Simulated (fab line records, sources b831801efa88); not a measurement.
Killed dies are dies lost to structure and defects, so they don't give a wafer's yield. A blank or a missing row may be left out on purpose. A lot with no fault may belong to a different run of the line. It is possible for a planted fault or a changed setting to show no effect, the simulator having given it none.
Tool commonality check + flow gf180mcu + 36 wafers sampled across 12 lots

== WHY IT WAS OPENED ==
GF_PSD_RS_MEAS_15, reading PSD_RS: flagged on 2 of 12 lots. Fault-free wafers read 108.53 ohm/sq, with a standard deviation of 0.29.
Rule: a lot is flagged in two cases, either no wafer of it has a number, or all its wafers with numbers fall more than 4 standard deviations from that mean. The rest of the lots are taken to be sound.

| lot  | measured     | on            | PSD_RS (ohm/sq), wafer by wafer | flag    |
|------|--------------|---------------|---------------------------------|---------|
| L636 | day 14 01:08 | film metro-03 | 108.66 108.05 108.44            |         |
| L638 | day 14 19:13 | film metro-03 | 108.20 108.49 108.70            |         |
| L639 | day 14 23:40 | film metro-03 | 108.44 108.63 108.64            |         |
| L641 | day 15 17:49 | film metro-01 | 108.71 108.38 108.79            |         |
| L642 | day 16 10:09 | film metro-03 | 108.94 108.29 108.80            |         |
| L643 | day 16 22:32 | film metro-02 | 108.53 108.33 108.40            |         |
| L647 | day 18 07:23 | film metro-03 | 109.12 108.86 108.64            |         |
| L651 | day 20 00:22 | film metro-02 | 114.87 114.41 114.26            | FLAGGED |
| L652 | day 20 09:31 | film metro-02 | 114.76 114.82 114.45            | FLAGGED |
| L655 | day 21 05:25 | film metro-02 | 108.82 108.80 108.82            |         |
| L656 | day 21 06:17 | film metro-01 | 108.89 108.56 108.61            |         |
| L658 | day 22 07:03 | film metro-01 | 108.60 108.27 108.26            |         |
On average the flagged lots' numbers are 114.59 ohm/sq, which is +6.06 ohm/sq against the usual, or +21 standard deviations.

== WHICH TOOL RAN EACH LOT ==
Before the reading, the record contains 2 process steps out of a 602-step route. In each cell: the tool, then ch and the chambers that the sampled wafers went through, then the start.
| lot  | flag    | GF_PSD_IMPLANT_09               | GF_PSD_STRIP_10                      |
|------|---------|---------------------------------|--------------------------------------|
| L636 |         | implanter-03 ch 0, day 14 00:34 | plasma asher-01 ch 0,1, day 14 00:42 |
| L638 |         | implanter-01 ch 0, day 14 18:38 | plasma asher-04 ch 0,1, day 14 18:47 |
| L639 |         | implanter-02 ch 0, day 14 23:05 | plasma asher-04 ch 0,1, day 14 23:14 |
| L641 |         | implanter-01 ch 0, day 15 17:14 | plasma asher-02 ch 0,1, day 15 17:23 |
| L642 |         | implanter-02 ch 0, day 16 09:35 | plasma asher-02 ch 0,1, day 16 09:43 |
| L643 |         | implanter-02 ch 0, day 16 21:53 | plasma asher-04 ch 0,1, day 16 22:02 |
| L647 |         | implanter-02 ch 0, day 18 06:49 | plasma asher-04 ch 0,1, day 18 06:57 |
| L651 | FLAGGED | implanter-01 ch 0, day 19 23:49 | plasma asher-01 ch 0,1, day 19 23:57 |
| L652 | FLAGGED | implanter-01 ch 0, day 20 08:56 | plasma asher-01 ch 0,1, day 20 09:05 |
| L655 |         | implanter-03 ch 0, day 21 04:52 | plasma asher-02 ch 0,1, day 21 05:00 |
| L656 |         | implanter-02 ch 0, day 21 05:43 | plasma asher-01 ch 0,1, day 21 05:52 |
| L658 |         | implanter-02 ch 0, day 22 06:30 | plasma asher-04 ch 0,1, day 22 06:38 |
What is done by these steps:
- GF_PSD_IMPLANT_09
- GF_PSD_STRIP_10: strips in O2/N2.
- GF_PSD_RS_MEAS_15: measures by four-point-probe.

== FLAGGED AGAINST TOTAL, ONE TOOL AT A TIME (gauges that did the reading follow at the end) ==
| step              | tool            | lots run | flagged | share of the flagged lots | sound lots run after its first flagged lot |
|-------------------|-----------------|----------|---------|---------------------------|--------------------------------------------|
| GF_PSD_IMPLANT_09 | implanter-01    | 4        | 2       | all                       | 0                                          |
| GF_PSD_IMPLANT_09 | implanter-02    | 6        | 0       | none                      | -                                          |
| GF_PSD_IMPLANT_09 | implanter-03    | 2        | 0       | none                      | -                                          |
| GF_PSD_STRIP_10   | plasma asher-01 | 4        | 2       | all                       | 1 (L656)                                   |
| GF_PSD_STRIP_10   | plasma asher-02 | 3        | 0       | none                      | -                                          |
| GF_PSD_STRIP_10   | plasma asher-04 | 5        | 0       | none                      | -                                          |
| GF_PSD_RS_MEAS_15 | film metro-01   | 3        | 0       | none                      | -                                          |
| GF_PSD_RS_MEAS_15 | film metro-02   | 4        | 2       | all                       | 1 (L655)                                   |
| GF_PSD_RS_MEAS_15 | film metro-03   | 5        | 0       | none                      | -                                          |

== WHAT IS ALLOWED BY THE TABLE ==
Rows of the table that ran every flagged lot, 3 in all: implanter-01 at GF_PSD_IMPLANT_09, plasma asher-01 at GF_PSD_STRIP_10, film metro-02 at GF_PSD_RS_MEAS_15.
- implanter-01 at GF_PSD_IMPLANT_09: 2 of its 4 lots flagged. Last sound lot L641 at day 15 17:14, first flagged lot L651 at day 19 23:49; a fault beginning in between fits. Its own readings (beam energy keV) fall more than 4 standard deviations out on all wafers of the flagged lots.
- plasma asher-01 at GF_PSD_STRIP_10: 2 of its 4 lots flagged. Sound lots followed the first flagged one (L656) on it, something a lasting fault affecting the whole tool could not allow. Its own readings (strip time to endpoint s) fall more than 4 standard deviations out on all wafers of the flagged lots.
- film metro-02 at GF_PSD_RS_MEAS_15: 2 of its 4 lots flagged. Sound lots followed the first flagged one (L655) on it, something a lasting fault affecting the whole tool could not allow.
One tool is left: implanter-01 at GF_PSD_IMPLANT_09.

== WHAT THE SIMULATOR HAD PUT IN ==
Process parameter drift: implanter-01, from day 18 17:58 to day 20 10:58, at GF_PSD_IMPLANT_09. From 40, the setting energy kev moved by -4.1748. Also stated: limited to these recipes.
Shown lots that were struck: L651, L652. The rule given above showed the same thing.
